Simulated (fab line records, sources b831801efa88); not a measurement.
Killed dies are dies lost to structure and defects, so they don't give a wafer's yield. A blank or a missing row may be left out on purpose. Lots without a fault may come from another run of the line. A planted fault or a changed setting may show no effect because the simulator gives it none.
Which tool did it? | flow gf180mcu | 10 lots, 29 wafers sampled, at 1 step of a route of 602

WHAT THE GAUGES READ, wafer by wafer
GF_STI_BOW_MEAS_00.
lot  | measured    | on            | INCOMING_BOW (um)
L511 | day 1 10:04 | film_metro-02 | -1 -3 4
L512 | day 1 15:02 | film_metro-04 | 0 -3 0
L513 | day 1 20:00 | film_metro-02 | -10 -2 -1
L514 | day 2 01:00 | film_metro-04 | -1 -4 3
L517 | day 2 16:02 | film_metro-03 | -1 6
L530 | day 5 09:01 | film_metro-02 | 10 -13 5
L531 | day 5 14:01 | film_metro-04 | -10 -14 -6
L532 | day 5 19:01 | film_metro-03 | 5 1 1
L533 | day 6 00:04 | film_metro-02 | -2 5 -4
L534 | day 6 05:01 | film_metro-02 | -1 -4 -1

WHICH TOOL RAN EACH LOT (tool, then ch and the chambers of the sampled wafers, then the start)
The record holds no process step before these readings.

THE ANSWER, worked out from the rows above alone
Rule: what is usual is taken from the lots themselves. Put in order of their means at a reading, lots are off if they are a third of the lots or fewer, leave a main group of 4 or more, and stand apart from it by a gap of 3 or more times the standard deviation of the main group's means; of several such gaps the widest counts. A main group whose means are all the same, to the digits that the tables above print for the reading, isn't used. A lot without any number at a reading at which 4 lots or more have one is off too. The other lots that the step has rows for count as sound.
No lot is off at any reading shown: from this, nothing can be told.

WHAT THE SIMULATOR HAD PUT IN
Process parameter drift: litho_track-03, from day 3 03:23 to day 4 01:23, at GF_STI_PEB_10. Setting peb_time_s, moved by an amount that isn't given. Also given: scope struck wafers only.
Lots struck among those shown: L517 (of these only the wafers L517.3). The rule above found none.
